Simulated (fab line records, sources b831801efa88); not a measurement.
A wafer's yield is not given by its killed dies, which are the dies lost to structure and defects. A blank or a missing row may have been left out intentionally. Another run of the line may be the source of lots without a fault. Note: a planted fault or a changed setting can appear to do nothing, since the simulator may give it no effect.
Matching of chambers    flow sky130    3 sister chambers for SKY_CONTACT_CVD_00 on pecvd-01
The step deposits Si3N4, target thk 75 nm. 22 wafers are shown with their chamber, then 11 later ones without.

WAFERS PAIRED WITH THEIR CHAMBERS
wafer   chamber  heater_power_w (W)
L074.1  2        649
L074.3  1        777
L074.4  0        693
L076.1  0        656
L076.4  0        663
L076.5  1        730
L077.1  2        551
L077.4  2        584
L077.6  0        695
L080.3  0        717
L080.4  2        538
L080.6  1        762
L081.3  0        723
L081.4  0        737
L081.5  1        733
L085.1  1        709
L085.2  2        606
L085.6  0        729
L087.3  2        622
L087.4  1        783
L087.6  0        652
L089.2  0        735

SIGNATURES (averages over the wafers above)
reading         chamber 0  chamber 1  chamber 2  scatter within a chamber
heater_power_w  700.00     749.00     591.67     35
Rule: distance of a wafer from a chamber = root of the sum over the readings of ((wafer's reading minus chamber's mean) / reading's scatter) squared. The wafer belongs to the nearest chamber; if the next one is less than 2 further off, it can't be placed. The scatter is the square root of a quotient: the sum, over the shown wafers, of each reading's squared deviation from its chamber's mean, divided by wafers minus chambers.

WAFERS WITH NO CHAMBER GIVEN
wafer   heater_power_w (W)
L089.3  615
L089.4  723
L093.1  641
L093.2  626
L093.3  751
L093.4  644
L093.5  637
L093.6  767
L096.3  662
L096.4  555
L096.6  679

EACH ONE'S CHAMBER
wafer   from the rows above           in truth
L089.3  can't be placed: 2 or 0       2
L089.4  can't be placed: 0 or 1       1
L093.1  can't be placed: 2 or 0 or 1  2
L093.2  can't be placed: 2 or 0       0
L093.3  can't be placed: 1 or 0       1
L093.4  can't be placed: 2 or 0 or 1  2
L093.5  can't be placed: 2 or 0 or 1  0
L093.6  can't be placed: 1 or 0       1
L096.3  can't be placed: 0 or 2 or 1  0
L096.4  2                             2
L096.6  can't be placed: 0 or 1 or 2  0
Correct placement for 1 of the 11. Cannot be placed on the basis of these rows: 10; the candidates contain the true chamber in 10. Number placed wrongly: 0.
